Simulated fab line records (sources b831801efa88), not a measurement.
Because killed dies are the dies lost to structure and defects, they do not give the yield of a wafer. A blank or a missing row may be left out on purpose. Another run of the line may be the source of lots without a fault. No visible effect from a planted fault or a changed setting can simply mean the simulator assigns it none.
fab line records	flow sky130
[record] lots = 13	wafers = 39	last_day = 50
route steps=708 shown SONOS_ONO@169 GATE_OXIDE@201 POLY_GATE@218 LDD_N@246 PAD_OPEN@708
lots untouched by any fault: they come from a run of this same line in which no faults occurred
start_h: the number of hours between the record's first day and the start of the first shown wafer of the lot	wait_h: hours from the lot's prior step to this one	" repeats the value in the row above	L1.1+2: a row that stands for several wafers	- no value, or no start given	* or withheld: withheld	< > ~ a bound
route shown NAME@n: names a module that has steps shown in the file, with the first one's number in the route	usual: the fault-free wafers' mean and standard deviation	same: alike in all rows	chamber/n: place in a boat	sites: each site's reading	_std_site: the values' standard deviation	_edge_site: inner sites' mean taken away from outer sites' mean	radius_mm: for every site, how far away it sits from the centre of the wafer	mask NAME#n: copy n	behind: the last tool/chamber to shape the wafer	hold: what put the lot on hold/how long, in hours/how the hold closed	device: whichever transistor did not switch (one of n, p or np)	end of line: the same wafers' tests at the end of the route	where a step has no rows: the recipe by itself	killed: dies lost to structure and defects at the first sort, not the wafer's yield	map: a wafer's dies, marking killed ones x, the rest . and places with no die _
set.NAME: setting as actually run; set.NAME@STEP: the setting as run at that earlier step	model.NAME: the simulator's own value behind a step, which no gauge read
the route's steps for a sample of lots (tables are steps, rows are wafers)
services: when a tool's chamber went out of use (start_h, in hours from the record's first day, below 0 if earlier), for how many hours, and the reason
[[steps]]
[step SKY_SONOS_ONO_THK_MEAS_01]
[recipe] reads = SiO2_of_SONOS_ONO_OXIDATION_00
[usual] SONOS_ONO_OXIDATION_THK = 2.58/0.056
lot.wafer	tool	chamber	start_h	wait_h	SONOS_ONO_OXIDATION_THK[nm]
L165.3	film_metro-02	-	262.19	0.0	2.51
L165.5	"	-	"	"	2.52
L165.6	"	-	"	"	2.53
L167.3	film_metro-02	-	279.06	0.0	2.50
L167.5	"	-	"	"	2.51
L167.6	"	-	"	"	2.51
L168.1	film_metro-02	-	284.97	0.0	2.54
L168.3	"	-	"	"	2.51
L168.4	"	-	"	"	2.54
L169.1	film_metro-01	-	296.10	0.0	2.54
L169.2	"	-	"	"	2.56
L169.4	"	-	"	"	2.64
L171.1	film_metro-01	-	305.90	0.0	2.54
L171.2	"	-	"	"	2.52
L171.5	"	-	"	"	2.57
L172.2	film_metro-02	-	313.79	0.0	2.53
L172.5	"	-	"	"	2.60
L172.6	"	-	"	"	2.58
L173.1	film_metro-02	-	322.52	0.0	2.49
L173.4	"	-	"	"	2.54
L173.5	"	-	"	"	2.47
L174.1	film_metro-04	-	328.92	0.0	2.53
L174.4	"	-	"	"	2.57
L174.6	"	-	"	"	2.52
L175.2	film_metro-02	-	339.64	0.0	2.61
L175.5	"	-	"	"	2.64
L175.6	"	-	"	"	2.59
L176.1	film_metro-01	-	350.56	0.0	2.57
L176.3	"	-	"	"	2.64
L176.6	"	-	"	"	2.64
L177.1	film_metro-02	-	354.48	0.0	2.58
L177.3	"	-	"	"	2.62
L177.5	"	-	"	"	2.59
L180.1	film_metro-02	-	393.33	0.0	2.62
L180.2	"	-	"	"	2.66
L180.3	"	-	"	"	2.65
L186.2	film_metro-02	-	425.79	0.0	2.62
L186.3	"	-	"	"	2.61
L186.4	"	-	"	"	2.62
[step SKY_GATE_OXIDE_TW_MEAS_14]
[usual] GATE_OXIDE_TW = 223.9/2.1
lot.wafer	tool	chamber	start_h	wait_h	GATE_OXIDE_TW
L165.3	film_metro-02	-	317.30	0.1	224.1
L165.5	"	-	"	"	226.0
L165.6	"	-	"	"	226.7
L167.3	film_metro-03	-	338.36	0.1	222.2
L167.5	"	-	"	"	221.5
L167.6	"	-	"	"	222.2
L168.1	film_metro-03	-	345.02	0.1	221.7
L168.3	"	-	"	"	221.2
L168.4	"	-	"	"	220.2
L169.1	film_metro-03	-	353.15	0.1	222.4
L169.2	"	-	"	"	222.7
L169.4	"	-	"	"	221.7
L171.1	film_metro-03	-	367.44	0.1	221.0
L171.2	"	-	"	"	222.3
L171.5	"	-	"	"	222.2
L172.2	film_metro-02	-	372.00	0.1	225.8
L172.5	"	-	"	"	224.9
L172.6	"	-	"	"	226.8
L173.1	film_metro-04	-	391.48	0.1	223.9
L173.4	"	-	"	"	224.5
L173.5	"	-	"	"	224.0
L174.1	film_metro-03	-	391.74	0.1	222.3
L174.4	"	-	"	"	222.2
L174.6	"	-	"	"	222.2
L175.2	film_metro-04	-	403.04	0.1	224.6
L175.5	"	-	"	"	224.0
L175.6	"	-	"	"	224.4
L176.1	film_metro-03	-	412.31	0.1	221.4
L176.3	"	-	"	"	221.5
L176.6	"	-	"	"	221.7
L177.1	film_metro-04	-	415.30	0.1	225.2
L177.3	"	-	"	"	224.3
L177.5	"	-	"	"	225.4
L180.1	film_metro-02	-	461.06	0.1	226.1
L180.2	"	-	"	"	227.7
L180.3	"	-	"	"	227.1
L186.2	film_metro-04	-	491.19	0.1	226.9
L186.3	"	-	"	"	227.1
L186.4	"	-	"	"	225.7
[step SKY_POLY_GATE_THK_MEAS_04]
[recipe] reads = Si3N4_of_POLY_GATE_CVD_03
[usual] POLY_GATE_CVD_03_THK = 74.6/0.74
lot.wafer	tool	chamber	start_h	wait_h	POLY_GATE_CVD_03_THK[nm]
L165.3	film_metro-02	-	348.40	0.0	73.2
L165.5	"	-	"	"	74.0
L165.6	"	-	"	"	73.1
L167.3	film_metro-02	-	371.64	0.0	75.0
L167.5	"	-	"	"	74.5
L167.6	"	-	"	"	74.8
L168.1	film_metro-03	-	380.22	0.0	74.4
L168.3	"	-	"	"	75.5
L168.4	"	-	"	"	74.4
L169.1	film_metro-02	-	392.97	0.0	75.1
L169.2	"	-	"	"	75.5
L169.4	"	-	"	"	74.6
L171.1	film_metro-01	-	403.12	0.0	73.2
L171.2	"	-	"	"	74.3
L171.5	"	-	"	"	74.6
L172.2	film_metro-03	-	407.33	0.0	74.4
L172.5	"	-	"	"	73.8
L172.6	"	-	"	"	74.2
L173.1	film_metro-03	-	428.25	0.0	75.4
L173.4	"	-	"	"	75.7
L173.5	"	-	"	"	75.3
L174.1	film_metro-02	-	428.25	0.0	75.0
L174.4	"	-	"	"	75.4
L174.6	"	-	"	"	74.1
L175.2	film_metro-02	-	439.17	0.0	74.8
L175.5	"	-	"	"	74.7
L175.6	"	-	"	"	74.2
L176.1	film_metro-02	-	447.03	0.0	75.5
L176.3	"	-	"	"	75.1
L176.6	"	-	"	"	75.4
L177.1	film_metro-01	-	451.72	0.0	75.6
L177.3	"	-	"	"	75.4
L177.5	"	-	"	"	75.2
L180.1	film_metro-02	-	496.03	0.0	74.3
L180.2	"	-	"	"	74.1
L180.3	"	-	"	"	74.7
L186.2	film_metro-01	-	531.69	0.0	75.3
L186.3	"	-	"	"	74.2
L186.4	"	-	"	"	74.3
[step SKY_LDD_N_IMPLANT_09]
[recipe] species = As	energy_kev = 20	dose_cm2 = 7.5e+13	tilt_deg = withheld	rotation_deg = 113
[usual] beam_energy_keV = 19.999/0.0054	beam_on_s = 9.99/0.18	dose_ions_cm2 = 7.5e+13/8e+10	faraday_current_uA = 423/7.8
lot.wafer	tool	chamber	start_h	wait_h	beam_energy_keV	beam_on_s	dose_ions_cm2	faraday_current_uA
L165.3	implanter-02	0	406.77	0.1	19.992	10.07	7.504e+13	421
L165.5	"	0	"	"	19.998	9.89	7.513e+13	427
L165.6	"	0	"	"	20.001	10.06	7.497e+13	422
L167.3	implanter-01	0	434.94	0.1	20.004	10.26	7.493e+13	411
L167.5	"	0	"	"	20.004	9.87	7.494e+13	428
L167.6	"	0	"	"	19.998	10.14	7.505e+13	416
L168.1	implanter-01	0	441.24	0.1	19.993	9.98	7.502e+13	425
L168.3	"	0	"	"	20.001	9.96	7.509e+13	426
L168.4	"	0	"	"	20.001	9.68	7.507e+13	436
L169.1	implanter-04	0	455.79	0.1	19.995	10.05	7.497e+13	421
L169.2	"	0	"	"	19.998	9.75	7.499e+13	432
L169.4	"	0	"	"	20.001	9.62	7.507e+13	437
L171.1	implanter-02	0	465.89	0.1	20.005	10.33	7.492e+13	412
L171.2	"	0	"	"	20.005	9.68	7.498e+13	435
L171.5	"	0	"	"	20.007	9.96	7.502e+13	423
L172.2	implanter-04	0	471.22	0.1	20.002	9.79	7.504e+13	432
L172.5	"	0	"	"	20.004	9.99	7.497e+13	426
L172.6	"	0	"	"	19.993	10.20	7.491e+13	413
L173.1	implanter-04	0	492.27	0.1	19.992	9.84	7.498e+13	431
L173.4	"	0	"	"	20.005	9.95	7.496e+13	428
L173.5	"	0	"	"	20.009	9.76	7.501e+13	434
L174.1	implanter-01	0	492.59	0.1	19.995	9.98	7.495e+13	422
L174.4	"	0	"	"	19.999	9.74	7.492e+13	431
L174.6	"	0	"	"	19.993	9.80	7.488e+13	433
L175.2	implanter-01	0	503.15	0.1	20.007	9.97	7.503e+13	425
L175.5	"	0	"	"	19.998	10.16	7.514e+13	416
L175.6	"	0	"	"	19.994	10.02	7.505e+13	420
L176.1	implanter-04	0	510.40	0.1	16.823	10.39	7.504e+13	408
L176.3	"	0	"	"	16.824	10.75	7.498e+13	392
L176.6	"	0	"	"	16.828	10.66	7.494e+13	397
L177.1	implanter-04	0	513.82	0.1	16.813	10.21	7.509e+13	416
L177.3	"	0	"	"	16.813	10.75	7.498e+13	393
L177.5	"	0	"	"	16.815	10.50	7.5e+13	403
L180.1	implanter-02	0	558.04	0.1	19.999	10.26	7.493e+13	411
L180.2	"	0	"	"	19.991	10.11	7.497e+13	419
L180.3	"	0	"	"	20.000	10.09	7.494e+13	420
L186.2	implanter-02	0	593.17	0.1	19.992	10.12	7.508e+13	417
L186.3	"	0	"	"	20.001	10.18	7.513e+13	417
L186.4	"	0	"	"	19.991	9.90	7.501e+13	427
[step SKY_PAD_OPEN_PROBE_99]
[usual] killed_at_M0_to_M3 = 45/7.3	killed_at_M4_up = 3.2/1.8	killed_at_contacts = 25/5.5	killed_at_front_end = 15/4.2	killed_at_other = 0.3/0.69	killed_dies = 89/9.4	killed_open = 49/6.6	killed_short = 40/6.4
[same] gross_dies = 492	killed_at_back_side = 0
lot.wafer	tool	chamber	start_h	wait_h	killed_at_M0_to_M3	killed_at_M4_up	killed_at_contacts	killed_at_front_end	killed_at_other	killed_dies	killed_open	killed_short
L167.3	prober-01	-	1094.81	0.2	47	7	24	15	0	93	52	41
L167.5	prober-01	-	1094.91	0.2	45	6	34	13	0	98	54	44
L167.6	prober-01	-	1094.96	0.2	41	2	41	17	0	101	55	46
L169.1	prober-02	-	1108.92	0.1	44	6	22	9	0	81	44	37
L169.2	prober-02	-	1108.97	0.1	40	1	20	19	2	82	44	37
L169.4	prober-02	-	1109.07	0.2	48	0	16	11	1	76	32	43
L173.1	prober-01	-	1130.56	0.1	51	6	20	13	0	90	47	43
L173.4	prober-01	-	1130.71	0.2	44	2	18	15	0	79	49	30
L173.5	prober-01	-	1130.76	0.2	46	5	19	18	0	88	50	38
L174.1	prober-02	-	1132.57	0.1	47	3	29	16	1	96	57	38
L174.4	prober-02	-	1132.72	0.2	53	3	21	14	1	92	47	44
L174.6	prober-02	-	1132.82	0.2	48	3	29	15	0	95	51	43
L175.2	prober-01	-	1144.01	0.1	39	3	27	11	2	82	47	33
L175.5	prober-01	-	1144.16	0.2	32	3	28	22	3	88	49	37
L175.6	prober-01	-	1144.21	0.2	50	5	28	25	0	108	60	48
// killed by level:class
L167.3 VIA1:geometric_particle:open=16 FIELD_ISO:geometric_particle:open=7 LI_CONTACT:geometric_particle:open=7 VIA1:geometric_particle:short=7 CONTACT:geometric_particle:open=6 METAL2:geometric_particle:short=5 METAL4:geometric_particle:short=5 LI_CONTACT:geometric_particle:short=4
L167.5 VIA1:geometric_particle:open=14 LI_CONTACT:geometric_particle:open=13 CONTACT:geometric_particle:open=10 METAL2:geometric_particle:short=7 FIELD_ISO:geometric_particle:open=6 VIA1:geometric_particle:short=6 CONTACT:geometric_particle:short=6 FIELD_ISO:geometric_particle:short=4
L167.6 LI_CONTACT:geometric_particle:open=21 VIA2:geometric_particle:open=8 VIA3:geometric_particle:open=7 FIELD_ISO:geometric_particle:short=7 METAL2:geometric_particle:short=7 CONTACT:geometric_particle:short=7 CONTACT:geometric_particle:open=6 LI_CONTACT:geometric_particle:short=5
L169.1 CONTACT:geometric_particle:open=12 VIA1:geometric_particle:open=11 METAL2:geometric_particle:short=8 VIA3:geometric_particle:open=8 METAL4:geometric_particle:short=5 VIA1:geometric_particle:short=4 VIA3:geometric_particle:short=4 FIELD_ISO:geometric_particle:short=3
L169.2 CONTACT:geometric_particle:open=8 VIA2:geometric_particle:open=8 VIA1:geometric_particle:open=8 METAL2:geometric_particle:short=7 VIA3:geometric_particle:open=6 FIELD_ISO:geometric_particle:short=5 LI_CONTACT:geometric_particle:open=5 FIELD_ISO:geometric_particle:open=4
L169.4 VIA1:geometric_particle:open=10 METAL1:geometric_particle:short=9 METAL2:geometric_particle:short=8 VIA1:geometric_particle:short=6 VIA3:geometric_particle:open=6 CONTACT:geometric_particle:short=4 CONTACT:geometric_particle:open=4 LI_CONTACT:geometric_particle:open=3
L173.1 VIA1:geometric_particle:open=10 VIA1:geometric_particle:short=9 VIA3:geometric_particle:open=8 CONTACT:geometric_particle:open=8 METAL2:geometric_particle:short=7 LI_CONTACT:geometric_particle:open=6 METAL4:geometric_particle:short=6 FIELD_ISO:geometric_particle:open=5
L173.4 VIA2:geometric_particle:open=14 VIA1:geometric_particle:open=8 CONTACT:geometric_particle:open=7 VIA2:geometric_particle:short=6 VIA3:geometric_particle:open=6 LI_CONTACT:geometric_particle:open=5 FIELD_ISO:geometric_particle:open=3 FIELD_ISO:geometric_particle:short=3
L173.5 VIA1:geometric_particle:open=10 CONTACT:geometric_particle:open=10 VIA2:geometric_particle:open=10 FIELD_ISO:geometric_particle:short=7 VIA3:geometric_particle:open=6 METAL2:geometric_particle:short=5 METAL1:geometric_particle:short=5 METAL4:geometric_particle:short=5
L174.1 VIA1:geometric_particle:open=16 CONTACT:geometric_particle:open=13 CONTACT:geometric_particle:short=8 METAL2:geometric_particle:short=8 POLY_GATE:geometric_particle:open=7 LI_CONTACT:geometric_particle:open=5 VIA2:geometric_particle:open=5 POLY_GATE:geometric_particle:short=4
L174.4 VIA1:geometric_particle:open=11 METAL2:geometric_particle:short=10 VIA3:geometric_particle:open=8 VIA2:geometric_particle:open=7 LOCAL_INTERCONNECT:geometric_particle:short=6 CONTACT:geometric_particle:open=6 POLY_GATE:geometric_particle:open=5 FIELD_ISO:geometric_particle:short=4
L174.6 CONTACT:geometric_particle:open=10 VIA1:geometric_particle:open=10 LI_CONTACT:geometric_particle:open=9 VIA3:geometric_particle:open=9 VIA2:geometric_particle:open=7 POLY_GATE:geometric_particle:short=5 VIA3:geometric_particle:short=5 LOCAL_INTERCONNECT:geometric_particle:short=5
L175.2 CONTACT:geometric_particle:open=12 VIA1:geometric_particle:open=9 VIA3:geometric_particle:open=7 METAL2:geometric_particle:short=7 CONTACT:geometric_particle:short=5 LI_CONTACT:geometric_particle:open=5 VIA2:geometric_particle:open=5 FIELD_ISO:geometric_particle:short=4
L175.5 LI_CONTACT:geometric_particle:open=9 CONTACT:geometric_particle:open=9 VIA1:geometric_particle:open=9 FIELD_ISO:geometric_particle:short=6 FIELD_ISO:geometric_particle:open=5 METAL1:geometric_particle:short=5 VIA3:geometric_particle:open=4 POLY_GATE:geometric_particle:short=3
L175.6 VIA1:geometric_particle:open=15 CONTACT:geometric_particle:open=13 VIA2:geometric_particle:open=11 CONTACT:geometric_particle:short=8 METAL2:geometric_particle:short=7 VIA1:geometric_particle:short=6 FIELD_ISO:geometric_particle:short=5 POLY_GATE:geometric_particle:short=4
[[services]]
tool	chamber	start_h	hours	kind
implanter-02	-	419.53	5.2	pm
implanter-02	-	456.59	2.5	repair
implanter-04	-	467.60	0.8	repair
implanter-04	-	499.43	4.0	repair
implanter-04	-	524.03	3.9	repair
implanter-04	-	546.17	18.9	repair
implanter-01	-	577.38	4.2	repair
[[key]]
[first_sign] step = SKY_LDD_N_IMPLANT_09	reading = beam_energy_keV	direction = down	sigmas = 99+	usual = *	struck = *
[effect] step = SKY_LDD_N_IMPLANT_09	reading = beam_on_s	direction = up	sigmas = 3	usual = 9.99	struck = 10.54
met_at SKY_LDD_N_IMPLANT_09
struck_lots L176,L177
tester_left_out L176,L177
not_acting_at SKY_SONOS_ONO_THK_MEAS_01,SKY_GATE_OXIDE_TW_MEAS_14,SKY_POLY_GATE_THK_MEAS_04
onset_between 492.27 510.40
[fault] kind = process_parameter_drift	tool = implanter-04	chamber = -	onset_h = 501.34	steps = SKY_LDD_N_IMPLANT_09	channel = energy_kev	offset = *	shape = step	end_h = 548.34	acts_in = *	stated = *
// tester_left_out: of these lots the tester's yield and bins aren't shown, on N5 and GAA mostly nor the transistor test; their killed dies are dies lost to structure and defects alone, not to doping, threshold or leakage, so they don't give the yield
